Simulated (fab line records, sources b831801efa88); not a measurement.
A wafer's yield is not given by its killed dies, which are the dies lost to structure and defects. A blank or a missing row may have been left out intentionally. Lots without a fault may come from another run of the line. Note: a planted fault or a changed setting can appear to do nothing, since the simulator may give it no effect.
Split-lot experiment / flow sfq_line / on a route of 325 steps: 5 lots, 23 wafers read

== ON THE SPLIT ==
At SFQ_TRILAYER_I4_VIA_LITHO_COAT_103 (resist thk 650 nm), the setting resist_thk_nm was moved away from the recipe's 650 nm on 9 of the 23 wafers read, by -3.8% to +5.2%. For the rest of the wafers, this setting stayed at what the recipe calls for.

== FROM THE SPLIT TO THE READING: what the file shows between them, 3 steps ==
- SFQ_TRILAYER_I4_VIA_LITHO_SOFTBAKE_107
- SFQ_TRILAYER_I4_VIA_LITHO_EXPOSE_104: exposes mask I4, target cd 700 nm
- SFQ_TRILAYER_I4_VIA_LITHO_DEVELOP_105: time 60 s

== THE READING ==
KrF_of_TRILAYER_I4_VIA_LITHO_COAT_103.thk_nm (the simulator's own value, which no gauge read), in nm, at SFQ_TRILAYER_I4_VIA_BARC_OPEN_VIA_ETCH_146 (etches BARC in O2, target depth 125 nm, time 41.7 s). No usual value for it is given in the file. The 14 wafers here that ran the recipe average 573.4 nm, standard deviation 0.88 nm.

wafer=L075.2; tool, chamber at the split=litho_track-01, 0; resist_thk_nm as run, nm=625.3; against the recipe=-3.8%; KrF_of_TRILAYER_I4_VIA_LITHO_COAT_103.thk_nm, nm=548.5; against lot-mates on the recipe=-25.2
wafer=L075.3; tool, chamber at the split=litho_track-01, 0; resist_thk_nm as run, nm=650; against the recipe=recipe; KrF_of_TRILAYER_I4_VIA_LITHO_COAT_103.thk_nm, nm=573.5; against lot-mates on the recipe=-
wafer=L075.4; tool, chamber at the split=litho_track-01, 0; resist_thk_nm as run, nm=650; against the recipe=recipe; KrF_of_TRILAYER_I4_VIA_LITHO_COAT_103.thk_nm, nm=573.9; against lot-mates on the recipe=-
wafer=L075.5; tool, chamber at the split=litho_track-01, 0; resist_thk_nm as run, nm=625.3; against the recipe=-3.8%; KrF_of_TRILAYER_I4_VIA_LITHO_COAT_103.thk_nm, nm=547.6; against lot-mates on the recipe=-26.1
wafer=L075.6; tool, chamber at the split=litho_track-01, 0; resist_thk_nm as run, nm=625.3; against the recipe=-3.8%; KrF_of_TRILAYER_I4_VIA_LITHO_COAT_103.thk_nm, nm=550.3; against lot-mates on the recipe=-23.4
wafer=L077.1; tool, chamber at the split=litho_track-01, 0; resist_thk_nm as run, nm=677.8; against the recipe=+4.3%; KrF_of_TRILAYER_I4_VIA_LITHO_COAT_103.thk_nm, nm=603.9; against lot-mates on the recipe=+29.3
wafer=L077.2; tool, chamber at the split=litho_track-01, 0; resist_thk_nm as run, nm=650; against the recipe=recipe; KrF_of_TRILAYER_I4_VIA_LITHO_COAT_103.thk_nm, nm=575; against lot-mates on the recipe=-
wafer=L077.4; tool, chamber at the split=litho_track-01, 0; resist_thk_nm as run, nm=650; against the recipe=recipe; KrF_of_TRILAYER_I4_VIA_LITHO_COAT_103.thk_nm, nm=574.2; against lot-mates on the recipe=-
wafer=L077.5; tool, chamber at the split=litho_track-01, 0; resist_thk_nm as run, nm=677.8; against the recipe=+4.3%; KrF_of_TRILAYER_I4_VIA_LITHO_COAT_103.thk_nm, nm=602.7; against lot-mates on the recipe=+28.1
wafer=L077.6; tool, chamber at the split=litho_track-01, 0; resist_thk_nm as run, nm=677.8; against the recipe=+4.3%; KrF_of_TRILAYER_I4_VIA_LITHO_COAT_103.thk_nm, nm=603.2; against lot-mates on the recipe=+28.6
wafer=L079.1; tool, chamber at the split=litho_track-03, 0; resist_thk_nm as run, nm=650; against the recipe=recipe; KrF_of_TRILAYER_I4_VIA_LITHO_COAT_103.thk_nm, nm=573.2; against lot-mates on the recipe=-
wafer=L079.4; tool, chamber at the split=litho_track-03, 0; resist_thk_nm as run, nm=650; against the recipe=recipe; KrF_of_TRILAYER_I4_VIA_LITHO_COAT_103.thk_nm, nm=574.5; against lot-mates on the recipe=-
wafer=L079.6; tool, chamber at the split=litho_track-03, 0; resist_thk_nm as run, nm=650; against the recipe=recipe; KrF_of_TRILAYER_I4_VIA_LITHO_COAT_103.thk_nm, nm=572; against lot-mates on the recipe=-
wafer=L080.1; tool, chamber at the split=litho_track-03, 0; resist_thk_nm as run, nm=650; against the recipe=recipe; KrF_of_TRILAYER_I4_VIA_LITHO_COAT_103.thk_nm, nm=572.2; against lot-mates on the recipe=-
wafer=L080.2; tool, chamber at the split=litho_track-03, 0; resist_thk_nm as run, nm=650; against the recipe=recipe; KrF_of_TRILAYER_I4_VIA_LITHO_COAT_103.thk_nm, nm=573; against lot-mates on the recipe=-
wafer=L080.3; tool, chamber at the split=litho_track-03, 0; resist_thk_nm as run, nm=650; against the recipe=recipe; KrF_of_TRILAYER_I4_VIA_LITHO_COAT_103.thk_nm, nm=573.3; against lot-mates on the recipe=-
wafer=L080.6; tool, chamber at the split=litho_track-03, 0; resist_thk_nm as run, nm=650; against the recipe=recipe; KrF_of_TRILAYER_I4_VIA_LITHO_COAT_103.thk_nm, nm=573.3; against lot-mates on the recipe=-
wafer=L080.5; tool, chamber at the split=litho_track-03, 0; resist_thk_nm as run, nm=650; against the recipe=recipe; KrF_of_TRILAYER_I4_VIA_LITHO_COAT_103.thk_nm, nm=572.8; against lot-mates on the recipe=-
wafer=L084.1; tool, chamber at the split=litho_track-01, 0; resist_thk_nm as run, nm=650; against the recipe=recipe; KrF_of_TRILAYER_I4_VIA_LITHO_COAT_103.thk_nm, nm=572.6; against lot-mates on the recipe=-
wafer=L084.2; tool, chamber at the split=litho_track-01, 0; resist_thk_nm as run, nm=650; against the recipe=recipe; KrF_of_TRILAYER_I4_VIA_LITHO_COAT_103.thk_nm, nm=574.7; against lot-mates on the recipe=-
wafer=L084.3; tool, chamber at the split=litho_track-01, 0; resist_thk_nm as run, nm=683.6; against the recipe=+5.2%; KrF_of_TRILAYER_I4_VIA_LITHO_COAT_103.thk_nm, nm=606; against lot-mates on the recipe=+32.3
wafer=L084.5; tool, chamber at the split=litho_track-01, 0; resist_thk_nm as run, nm=683.6; against the recipe=+5.2%; KrF_of_TRILAYER_I4_VIA_LITHO_COAT_103.thk_nm, nm=605.6; against lot-mates on the recipe=+31.9
wafer=L084.6; tool, chamber at the split=litho_track-01, 0; resist_thk_nm as run, nm=683.6; against the recipe=+5.2%; KrF_of_TRILAYER_I4_VIA_LITHO_COAT_103.thk_nm, nm=608.8; against lot-mates on the recipe=+35.1

THE FIT
A straight line over all 23 wafers: KrF_of_TRILAYER_I4_VIA_LITHO_COAT_103.thk_nm changes by +6.61 nm for each +1% of resist_thk_nm; r = +1.00; the points scatter about the line by 1.2 nm.
The same after taking each lot's own level away (the mean of its wafers on the recipe; 23 wafers): +6.54 nm for each +1%; r = +1.00; scatter 0.97 nm.
Per that fit: largest resist_thk_nm move, reading shift of 34 nm.
From 572.92 to 574.60 nm: that is the span of the lots' own levels, equal to 1.9 times the standard deviation above.
The two slopes agree, so the slope changes little with the lot-to-lot level.
Check: with one of the wafers moved furthest among these (+5.2%) left out of the fit, the line predicts +34.1 nm for it against its lot-mates. It came out at +32.3 nm against them.

== OTHER SPLITS ON THESE WAFERS ==
Before the reading, these wafers also passed through other splits. Each is held against what the fit with the lots' levels taken away leaves over:
other split on the same wafers=SFQ_TRILAYER_I1_VIA_BARC_OPEN_VIA_ETCH_071 source_w; wafers away from the commonest value=8; r with KrF_of_TRILAYER_I4_VIA_LITHO_COAT_103.thk_nm (lot level and that fit taken away)=+0.03
other split on the same wafers=SFQ_TRILAYER_I2_VIA_LITHO_COAT_072 spin_rpm; wafers away from the commonest value=10; r with KrF_of_TRILAYER_I4_VIA_LITHO_COAT_103.thk_nm (lot level and that fit taken away)=+0.12
other split on the same wafers=SFQ_TRILAYER_I2_VIA_BARC_OPEN_VIA_ETCH_096 time_s; wafers away from the commonest value=11; r with KrF_of_TRILAYER_I4_VIA_LITHO_COAT_103.thk_nm (lot level and that fit taken away)=-0.11
other split on the same wafers=SFQ_TRILAYER_M3_DEP_SPUTTER_073 time_s; wafers away from the commonest value=9; r with KrF_of_TRILAYER_I4_VIA_LITHO_COAT_103.thk_nm (lot level and that fit taken away)=+0.35
other split on the same wafers=SFQ_TRILAYER_M3_ETCH_METAL_ETCH_078 time_s; wafers away from the commonest value=7; r with KrF_of_TRILAYER_I4_VIA_LITHO_COAT_103.thk_nm (lot level and that fit taken away)=-0.27
other split on the same wafers=SFQ_TRILAYER_I3_CMP_CMP_082 down_force_psi; wafers away from the commonest value=5; r with KrF_of_TRILAYER_I4_VIA_LITHO_COAT_103.thk_nm (lot level and that fit taken away)=+0.20
other split on the same wafers=SFQ_TRILAYER_M4_LITHO_EXPOSE_094 dose_mj; wafers away from the commonest value=9; r with KrF_of_TRILAYER_I4_VIA_LITHO_COAT_103.thk_nm (lot level and that fit taken away)=+0.25
other split on the same wafers=SFQ_TRILAYER_M4_BARC_OPEN_METAL_ETCH_123 time_s; wafers away from the commonest value=8; r with KrF_of_TRILAYER_I4_VIA_LITHO_COAT_103.thk_nm (lot level and that fit taken away)=+0.21

== THE WHOLE CHAIN: every reading that the file lists as answering this split, in the file's order ==
step=SFQ_TRILAYER_I4_VIA_LITHO_COAT_103; what it does=resist thk 650 nm; reading=KrF_of_TRILAYER_I4_VIA_LITHO_COAT_103.thk_nm (the simulator's own value, which no gauge read); change (the file's fit)=+6.59 nm for each +1% of the setting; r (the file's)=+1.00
step=SFQ_TRILAYER_I4_VIA_BARC_OPEN_VIA_ETCH_146; what it does=etches BARC in O2, target depth 125 nm, time 41.7 s; reading=KrF_of_TRILAYER_I4_VIA_LITHO_COAT_103.thk_nm (the simulator's own value, which no gauge read); change (the file's fit)=+6.54 nm for each +1% of the setting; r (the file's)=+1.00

== FILE'S OWN FIT ==
KrF_of_TRILAYER_I4_VIA_LITHO_COAT_103.thk_nm changes by +6.54 nm for each +1% of resist_thk_nm, r = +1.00.
